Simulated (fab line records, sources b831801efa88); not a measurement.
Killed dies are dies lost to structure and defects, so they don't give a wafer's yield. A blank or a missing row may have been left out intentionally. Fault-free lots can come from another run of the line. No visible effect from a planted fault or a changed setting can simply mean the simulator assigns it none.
fab line records	flow gf180mcu
[record] lots = 15	wafers = 45	last_day = 34
route steps=602 shown V2@384 M3@425 V3@429
lots that met no fault: from a run of the same line without faults
start_h: start of the lot's first displayed wafer, in hours after the record's first day	wait_h: time in hours since the lot's previous step	" identical to the entry in the row above	L1.1+2: a row that stands for several wafers	- no value, or no start given	* or withheld: withheld	< > ~ a bound
route shown NAME@n: a module of which the file shows steps, and the number in the route of the first	usual: average and standard deviation across the fault-free wafers	same: alike in all rows	chamber/n: place in a boat	sites: each site's reading	_std_site: standard deviation across them	_edge_site: the outer-site mean with the inner-site mean subtracted	radius_mm: for every site, how far away it sits from the centre of the wafer	mask NAME#n: copy n	behind: the most recent tool/chamber to have shaped the wafer	hold: cause of the lot's hold/its duration in hours/its outcome	device: transistor that didn't switch, given as n, p or np	end of line: tests of these same wafers at the route's end	a step with no rows: only its recipe	killed: dies lost to structure and defects at the first sort, not the wafer's yield	map: per-die view of a wafer (x killed, . not killed, _ where there is no die)
set.NAME: the setting that was run; set.NAME@STEP: the one run at that earlier step	model.NAME: the simulator's own value behind a step, which no gauge read
one table for each step of the route and one row for each wafer, over a sample of lots
services: from which hour (start_h, from the record's first day; less than 0 if before it) a tool's chamber was out of use, for how many hours, and why
[[steps]]
[step GF_V2_CVD_02]
[recipe] material = SiO2	target_thk_nm = 850	precursor = TEOS	temp_c = 400	time_s = 94.851	rf_w = 581.3
[usual] heater_power_outer_w = 395/62	heater_power_w = 697/87
lot.wafer	tool	chamber	start_h	wait_h	heater_power_outer_w	heater_power_w
L564.1	pecvd-02	2	440.41	0.1	441	801
L564.2	"	1	"	"	325	610
L564.5	"	0	"	"	484	780
L565.1	pecvd-02	0	449.07	0.1	466	749
L565.4	"	0	"	"	488	777
L565.5	"	0	"	"	508	855
L566.1	pecvd-01	2	461.88	0.1	420	722
L566.4	"	2	"	"	420	756
L566.5	"	1	"	"	396	645
L569.3	pecvd-02	0	486.38	0.0	527	806
L569.5	"	1	"	"	416	732
L569.6	"	2	"	"	462	840
L570.2	pecvd-02	1	496.78	0.0	370	653
L570.3	"	2	"	"	360	716
L570.5	"	0	"	"	462	747
L571.3	pecvd-02	2	509.37	0.0	418	792
L571.5	"	0	"	"	394	663
L571.6	"	2	"	"	435	813
L572.1	pecvd-04	2	515.84	0.1	291	573
L572.5	"	0	"	"	373	707
L572.6	"	1	"	"	273	495
L573.1	pecvd-02	1	520.60	0.1	370	669
L573.2	"	2	"	"	448	806
L573.4	"	1	"	"	398	703
L574.2	pecvd-04	2	530.56	0.0	396	698
L574.3	"	1	"	"	377	642
L574.4	"	1	"	"	280	508
L575.1	pecvd-01	2	543.38	0.1	436	749
L575.3	"	0	"	"	493	851
L575.5	"	0	"	"	513	879
L582.2	pecvd-02	0	593.15	0.0	478	761
L582.5	"	0	"	"	516	799
L582.6	"	1	"	"	320	603
L583.1	pecvd-04	2	597.24	0.1	365	667
L583.2	"	1	"	"	374	638
L583.5	"	0	"	"	288	591
L584.2	pecvd-02	1	603.54	0.0	343	627
L584.3	"	2	"	"	421	770
L584.5	"	1	"	"	383	673
L586.3	pecvd-04	2	621.16	0.0	402	681
L586.5	"	2	"	"	288	548
L586.6	"	0	"	"	346	667
L587.1	pecvd-02	0	625.79	0.1	520	839
L587.2	"	1	"	"	424	735
L587.6	"	0	"	"	389	667
[step GF_M3_METAL_ETCH_16]
[recipe] chemistry = Cl2/BCl3	mask_material = KrF	target_depth_nm = 627.5	stop_on = SiO2	pressure_mtorr = 8	icp_w = 800	bias_w = 140	Cl2_flow_sccm = 80	bcl3_flow_sccm = 40	time_s = 104.6
[usual] drypump_motor_current_A = 5.9/0.44	oes_product_au = 0.971/0.0069	throttle_valve_pct = 28.252/0.011
lot.wafer	tool	chamber	start_h	wait_h	drypump_motor_current_A	oes_product_au	rf_hours_counter_h	throttle_valve_pct
L564.1	rie_metal-02	0	491.05	0.0	6.0	0.970	10	28.254
L564.2	"	1	"	"	5.7	0.969	6	28.257
L564.5	"	1	"	"	5.7	0.974	-	28.253
L565.1	rie_metal-01	0	499.36	0.0	5.7	0.967	7	28.249
L565.4	"	1	"	"	6.0	0.982	-	28.261
L565.5	"	1	"	"	6.0	0.971	-	28.266
L566.1	rie_metal-03	1	512.31	0.0	6.7	0.965	11	28.248
L566.4	"	1	"	"	6.7	0.978	-	28.249
L566.5	"	0	"	"	5.5	0.958	-	28.261
L569.3	rie_metal-03	0	535.49	0.1	5.5	0.967	-	28.259
L569.5	"	1	"	"	6.8	0.977	-	28.246
L569.6	"	0	"	"	5.5	0.973	-	28.257
L570.2	rie_metal-01	0	544.96	0.0	5.8	0.971	9	28.241
L570.3	"	1	"	"	6.0	0.977	-	28.247
L570.5	"	0	"	"	5.8	0.985	-	28.246
L571.3	rie_metal-03	0	557.53	0.1	5.5	0.970	-	28.262
L571.5	"	0	"	"	5.5	0.965	-	28.268
L571.6	"	0	"	"	5.5	0.965	-	28.250
L572.1	rie_metal-03	1	563.01	0.0	6.8	0.977	0	28.259
L572.5	"	0	"	"	5.5	0.965	-	28.260
L572.6	"	1	"	"	6.8	0.968	-	28.237
L573.1	rie_metal-03	1	568.26	0.0	6.8	0.977	0	28.275
L573.2	"	0	"	"	5.5	0.963	12	28.257
L573.4	"	0	"	"	5.5	0.974	-	28.250
L574.2	rie_metal-03	0	577.72	0.0	5.5	0.971	12	28.254
L574.3	"	1	"	"	6.8	0.967	-	28.259
L574.4	"	0	"	"	5.5	0.968	-	28.243
L575.1	rie_metal-03	1	588.75	0.0	6.7	0.975	1	28.236
L575.3	"	0	"	"	5.5	0.979	-	28.260
L575.5	"	0	"	"	5.5	0.962	-	28.248
L582.2	rie_metal-02	1	636.00	0.0	5.7	0.969	11	28.237
L582.5	"	1	"	"	5.6	0.961	-	28.261
L582.6	"	0	"	"	6.0	0.971	-	28.242
L583.1	rie_metal-02	1	640.25	0.0	5.7	0.960	11	28.262
L583.2	"	0	"	"	6.0	0.969	3	28.248
L583.5	"	1	"	"	5.7	0.973	-	28.271
L584.2	rie_metal-01	0	645.95	0.0	5.7	0.975	12	28.261
L584.3	"	0	"	"	5.7	0.972	-	28.256
L584.5	"	0	"	"	5.7	0.967	-	28.256
L586.3	rie_metal-02	0	663.76	0.1	6.0	0.975	-	28.234
L586.5	"	1	"	"	5.7	0.978	-	28.254
L586.6	"	0	"	"	6.0	0.965	-	28.267
L587.1	rie_metal-01	0	667.65	0.0	5.7	0.979	13	28.262
L587.2	"	1	"	"	6.0	0.964	9	28.268
L587.6	"	0	"	"	5.7	0.962	-	28.266
[step GF_V3_CVD_00]
[recipe] material = SiO2	target_thk_nm = 600	sigma_open_frac = 0.3	temp_c = 400	time_s = 100	sih4_flow_sccm = 61.53	pressure_mtorr = 6
[usual] pressure_mtorr = 6.002/0.013	run_length_s = 128.0/0.48
lot.wafer	tool	chamber	start_h	wait_h	pressure_mtorr	run_length_s
L564.1	hdpcvd-02	0	491.70	0.0	5.982	127.6
L564.2	"	1	"	"	6.012	127.5
L564.5	"	0	"	"	5.986	128.2
L565.1	hdpcvd-01	0	500.03	0.0	6.006	127.4
L565.4	"	0	"	"	6.018	127.8
L565.5	"	2	"	"	6.004	128.5
L566.1	hdpcvd-02	0	512.98	0.0	5.983	128.4
L566.4	"	0	"	"	5.987	128.4
L566.5	"	1	"	"	6.005	127.6
L569.3	hdpcvd-01	1	536.54	0.0	6.028	127.4
L569.5	"	0	"	"	6.016	127.9
L569.6	"	1	"	"	6.009	127.3
L570.2	hdpcvd-02	1	545.61	0.0	6.031	127.8
L570.3	"	0	"	"	6.008	128.5
L570.5	"	0	"	"	5.996	128.5
L571.3	hdpcvd-02	0	558.55	0.0	6.004	128.0
L571.5	"	2	"	"	6.010	128.6
L571.6	"	1	"	"	5.984	127.4
L572.1	hdpcvd-02	2	564.00	0.0	5.984	128.3
L572.5	"	2	"	"	6.005	128.8
L572.6	"	1	"	"	6.009	127.5
L573.1	hdpcvd-01	0	568.91	0.0	5.975	127.5
L573.2	"	1	"	"	6.004	127.9
L573.4	"	2	"	"	6.018	129.0
L574.2	hdpcvd-02	2	578.37	0.0	5.995	128.8
L574.3	"	1	"	"	5.988	128.5
L574.4	"	1	"	"	5.979	127.5
L575.1	hdpcvd-02	1	589.52	0.0	6.008	127.6
L575.3	"	0	"	"	5.983	128.5
L575.5	"	2	"	"	6.001	128.6
L582.2	hdpcvd-02	1	636.68	0.0	-	-
L582.5	"	2	"	"	-	-
L582.6	"	0	"	"	-	-
L583.1	hdpcvd-02	0	640.93	0.0	-	-
L583.2	"	2	"	"	-	-
L583.5	"	0	"	"	-	-
L584.2	hdpcvd-02	1	646.69	0.0	-	-
L584.3	"	2	"	"	-	-
L584.5	"	1	"	"	-	-
L586.3	hdpcvd-02	0	664.43	0.0	5.995	128.5
L586.5	"	1	"	"	6.003	127.5
L586.6	"	0	"	"	5.991	128.0
L587.1	hdpcvd-01	0	668.31	0.0	6.002	127.4
L587.2	"	1	"	"	6.002	127.3
L587.6	"	0	"	"	5.992	127.3
[step GF_V3_BOW_MEAS_05]
[recipe] mode = bow
[usual] V3_BOW = 117/9.3
lot.wafer	tool	chamber	start_h	wait_h	V3_BOW[um]
L564.1	film_metro-03	-	492.26	0.2	115
L564.2	"	-	"	"	117
L564.5	"	-	"	"	109
L565.1	film_metro-03	-	500.59	0.1	122
L565.4	"	-	"	"	124
L565.5	"	-	"	"	122
L566.1	film_metro-04	-	513.54	0.1	118
L566.4	"	-	"	"	130
L566.5	"	-	"	"	129
L569.3	film_metro-03	-	537.14	0.2	106
L569.5	"	-	"	"	107
L569.6	"	-	"	"	110
L570.2	film_metro-02	-	546.27	0.2	118
L570.3	"	-	"	"	112
L570.5	"	-	"	"	115
L571.3	film_metro-03	-	559.15	0.2	100
L571.5	"	-	"	"	98
L571.6	"	-	"	"	89
L572.1	film_metro-03	-	564.56	0.2	111
L572.5	"	-	"	"	124
L572.6	"	-	"	"	109
L573.1	film_metro-03	-	569.47	0.2	127
L573.2	"	-	"	"	120
L573.4	"	-	"	"	121
L574.2	film_metro-03	-	578.96	0.2	125
L574.3	"	-	"	"	106
L574.4	"	-	"	"	108
L575.1	film_metro-03	-	590.08	0.1	110
L575.3	"	-	"	"	122
L575.5	"	-	"	"	110
L582.2	film_metro-02	-	637.26	0.1	91
L582.5	"	-	"	"	90
L582.6	"	-	"	"	99
L583.1	film_metro-03	-	641.49	0.2	90
L583.2	"	-	"	"	96
L583.5	"	-	"	"	96
L584.2	film_metro-04	-	647.27	0.1	84
L584.3	"	-	"	"	93
L584.5	"	-	"	"	85
L586.3	film_metro-02	-	665.29	0.2	124
L586.5	"	-	"	"	125
L586.6	"	-	"	"	130
L587.1	film_metro-03	-	668.87	0.1	131
L587.2	"	-	"	"	130
L587.6	"	-	"	"	114
[step GF_V3_OVL_MEAS_15]
[usual] V3_OVL = 0/5.8
lot.wafer	tool	chamber	start_h	wait_h	V3_OVL[nm]
L564.1	overlay-01	-	516.18	0.1	1
L564.2	"	-	"	"	1
L564.5	"	-	"	"	-3
L565.1	overlay-01	-	523.72	0.1	2
L565.4	"	-	"	"	2
L565.5	"	-	"	"	0
L566.1	overlay-01	-	536.32	0.1	-3
L566.4	"	-	"	"	3
L566.5	"	-	"	"	6
L569.3	overlay-02	-	559.08	0.1	-6
L569.5	"	-	"	"	-9
L569.6	"	-	"	"	-12
L570.2	overlay-01	-	568.88	0.1	14
L570.3	"	-	"	"	10
L570.5	"	-	"	"	7
L571.3	overlay-01	-	580.68	0.1	-2
L571.5	"	-	"	"	5
L571.6	"	-	"	"	-9
L572.1	overlay-01	-	586.08	0.1	-1
L572.5	"	-	"	"	-1
L572.6	"	-	"	"	6
L573.1	overlay-02	-	591.46	0.1	7
L573.2	"	-	"	"	2
L573.4	"	-	"	"	5
L574.2	overlay-02	-	599.53	0.1	-2
L574.3	"	-	"	"	-5
L574.4	"	-	"	"	-7
L575.1	overlay-01	-	611.31	0.1	-7
L575.3	"	-	"	"	-1
L575.5	"	-	"	"	0
L582.2	overlay-02	-	657.44	0.1	8
L582.5	"	-	"	"	11
L582.6	"	-	"	"	2
L583.1	overlay-02	-	660.98	0.1	-10
L583.2	"	-	"	"	-3
L583.5	"	-	"	"	-8
L584.2	overlay-02	-	666.83	0.1	-5
L584.3	"	-	"	"	-3
L584.5	"	-	"	"	-11
L586.3	overlay-02	-	684.29	0.1	2
L586.5	"	-	"	"	0
L586.6	"	-	"	"	-1
L587.1	overlay-01	-	688.02	0.1	13
L587.2	"	-	"	"	10
L587.6	"	-	"	"	6
[[services]]
tool	chamber	start_h	hours	kind
pecvd-01	0	419.84	19.0	repair
pecvd-04	1	423.68	16.3	repair
hdpcvd-01	-	431.47	28.1	pm
pecvd-02	1	446.94	7.9	repair
rie_metal-03	1	461.91	2.7	repair
pecvd-04	0	462.11	16.7	repair
rie_metal-03	-	466.70	4.0	pm
hdpcvd-01	2	520.48	20.7	repair
rie_metal-02	0	522.89	15.3	repair
hdpcvd-02	2	535.37	4.0	repair
hdpcvd-01	-	539.25	15.0	pm
pecvd-04	-	551.37	5.5	pm
rie_metal-01	-	571.42	1.4	pm
rie_metal-01	-	573.67	1.6	repair
hdpcvd-02	-	600.16	7.3	repair
pecvd-04	-	606.71	0.8	pm
hdpcvd-02	-	607.43	6.0	pm
pecvd-01	0	609.88	13.0	repair
pecvd-02	0	610.87	8.2	repair
rie_metal-03	1	618.20	16.0	repair
hdpcvd-02	-	630.99	5.5	pm
hdpcvd-02	0	655.58	3.7	repair
rie_metal-03	1	663.09	3.0	repair
pecvd-01	-	667.82	6.0	pm
[[key]]
[first_sign] step = GF_V3_CVD_00	reading = tool_record	direction = missing
[effect] step = GF_V3_BOW_MEAS_05	reading = V3_BOW	direction = down	sigmas = 2.7	usual = 117	struck = 91
met_at GF_V3_CVD_00
struck_lots L582,L583,L584
later_rows_left_out L582.2,L582.5,L582.6,L583.1,L583.2,L583.5,L584.2,L584.3,L584.5
sort_left_out L582.2,L582.5,L582.6,L583.1,L583.2,L583.5,L584.2,L584.3,L584.5
not_acting_at GF_V2_CVD_02,GF_M3_METAL_ETCH_16,GF_V3_OVL_MEAS_15
onset_between 589.52 636.68
[fault] kind = skipped_step_whole	tool = hdpcvd-02	chamber = -	onset_h = 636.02	steps = GF_V3_CVD_00	scope = struck_lots_only
// sort_left_out: the simulated sort isn't trusted on such a fault, so these wafers' sort isn't shown, and their yield isn't known
// later_rows_left_out: the simulator's readings of these wafers behind a module that went badly wrong aren't trusted and aren't shown, but for the sort
